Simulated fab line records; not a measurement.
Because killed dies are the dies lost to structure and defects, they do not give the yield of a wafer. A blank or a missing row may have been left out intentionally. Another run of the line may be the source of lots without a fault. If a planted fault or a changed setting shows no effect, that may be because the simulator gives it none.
One fault seen from 2 desks || flow gf180mcu || only its own numbers are on each desk; what lay behind them is given at the end

THE TOOL OWNER'S DESK: litho_track-04
The tool's own readings at GF_V5_COAT_09 (resist thk 1000 nm): means of the sampled wafers that have a number, for each lot that ran on this tool. A lot is out of limits, marked OUT, if its mean lies more than 4 standard deviations from the usual mean; the brackets give that distance.
Columns: A = exhaust_pa at GF_V5_COAT_09, usual 44.9 Pa
{"lot": "L390", "first seen here": "day 27 09:00", "A": 46.8}
{"lot": "L393", "first seen here": "day 28 14:00", "A": 45.4}
{"lot": "L397", "first seen here": "day 30 05:00", "A": 45.2}
{"lot": "L409", "first seen here": "day 32 21:00", "A": 45.8}
{"lot": "L410", "first seen here": "day 33 02:00", "A": 44.7}
This desk's verdict: no lot among the 5 shows anything out of limits.

FROM THE METROLOGY DESK
Lot by lot, what the gauges showed, no matter which tool ran the lot: averages of those sampled wafers that carry a number. A lot is out of limits, marked OUT, if its mean lies more than 4 standard deviations from the usual mean; the brackets give that distance.
Columns: A = cd_nm at GF_V5_CD_MEAS_14, usual 260.2 nm
{"lot": "L389", "first seen here": "day 27 14:02", "A": 262.3}
{"lot": "L390", "first seen here": "day 27 19:12", "A": 261.4}
{"lot": "L393", "first seen here": "day 29 00:18", "A": 258.8}
{"lot": "L392", "first seen here": "day 29 02:27", "A": 257.8}
{"lot": "L396", "first seen here": "day 30 09:24", "A": 261.9}
{"lot": "L397", "first seen here": "day 30 14:35", "A": 259.0}
{"lot": "L399", "first seen here": "day 31 04:49", "A": 262.7}
{"lot": "L400", "first seen here": "day 31 06:14", "A": 262.2}
{"lot": "L405", "first seen here": "day 32 04:22", "A": 259.6}
{"lot": "L409", "first seen here": "day 33 05:55", "A": 255.9}
{"lot": "L410", "first seen here": "day 33 10:46", "A": 256.1}
This desk's verdict: no lot among the 11 shows anything out of limits.

BROUGHT TOGETHER
Nothing out of limits was seen by the tool owner's desk.
Nothing out of limits was seen by the metrology desk.

WHAT THE SIMULATOR PUT IN
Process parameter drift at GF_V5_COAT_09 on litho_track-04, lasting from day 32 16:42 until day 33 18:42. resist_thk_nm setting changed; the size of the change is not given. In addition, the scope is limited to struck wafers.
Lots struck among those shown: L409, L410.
